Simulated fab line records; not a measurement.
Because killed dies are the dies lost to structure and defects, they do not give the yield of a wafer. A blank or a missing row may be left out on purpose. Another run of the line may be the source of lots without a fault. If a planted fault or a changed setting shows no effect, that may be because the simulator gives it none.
2 desks looking at one fault :: flow sky130 :: each desk holds nothing but its own numbers, with what lay behind them at the end

TOOL OWNER'S DESK, wet bench-03
The tool's own readings at SKY_FIELD_ISO_WET_ETCH_30 (etches SiO2 in dHF, target depth 25 nm, time 50 s): means of the sampled wafers that have a number, for each lot that ran on this tool. The brackets show how far a lot's mean lies from the usual mean; more than 4 standard deviations puts the lot out of limits, marked OUT.
Columns: A = bath heat duty pct at SKY_FIELD_ISO_WET_ETCH_30, usual 6.2 %; B = run length s at SKY_FIELD_ISO_WET_ETCH_30, usual 78 s; C = temp c at SKY_FIELD_ISO_WET_ETCH_30, usual 25.00 C
lot: L798
first seen here: day 3 03:53
A: 6.2
B: 76
C: 25.12

lot: L801
first seen here: day 3 19:16
A: 5.0
B: 84
C: 25.03

lot: L807
first seen here: day 5 00:41
A: 6.6
B: 113 (+11) OUT
C: 24.92

lot: L811
first seen here: day 5 21:26
A: 5.8
B: 121 (+14) OUT
C: 25.09
Finding of this desk: L807, L811 out of limits; the first was L807 at day 5 00:41, on run length s at SKY_FIELD_ISO_WET_ETCH_30. L798, L801: within limits.

AT THE METROLOGY DESK
Lot by lot, what the gauges showed, no matter which tool ran the lot: averages of those sampled wafers that carry a number. The brackets show how far a lot's mean lies from the usual mean; more than 4 standard deviations puts the lot out of limits, marked OUT.
Columns: A = POLY_CUT_OVL at SKY_POLY_CUT_OVL_MEAS_09, usual 3 nm
lot: L797
first seen here: day 25 04:18
A: 2

lot: L798
first seen here: day 25 12:08
A: 1

lot: L799
first seen here: day 26 01:48
A: -3

lot: L801
first seen here: day 26 15:42
A: -2

lot: L802
first seen here: day 26 17:23
A: 7

lot: L803
first seen here: day 28 02:47
A: -0

lot: L807
first seen here: day 28 17:44
A: -2

lot: L811
first seen here: day 30 01:25
A: 9

lot: L814
first seen here: day 30 23:28
A: 5

lot: L816
first seen here: day 31 17:53
A: 2

lot: L817
first seen here: day 32 00:15
A: 2

lot: L818
first seen here: day 32 01:32
A: 5
This desk's verdict: no lot among the 12 shows anything out of limits.

PUT TOGETHER
At day 5 00:41, on L807, L811, the tool owner's desk was in a position to raise an alarm.
At the metrology desk, nothing out of limits was observed.
The metrology desk has L807, L811 on record, within its limits.
Every lot named ran SKY_FIELD_ISO_WET_ETCH_30 on wet bench-03.

WHAT WAS PUT IN BY THE SIMULATOR
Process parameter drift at SKY_FIELD_ISO_WET_ETCH_30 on wet bench-03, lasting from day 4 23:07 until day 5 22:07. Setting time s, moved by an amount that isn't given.
Shown lots that were struck: L807, L811.
Each desk's first reading out of limits, in hours after the fault started: the tool owner's desk, 2.
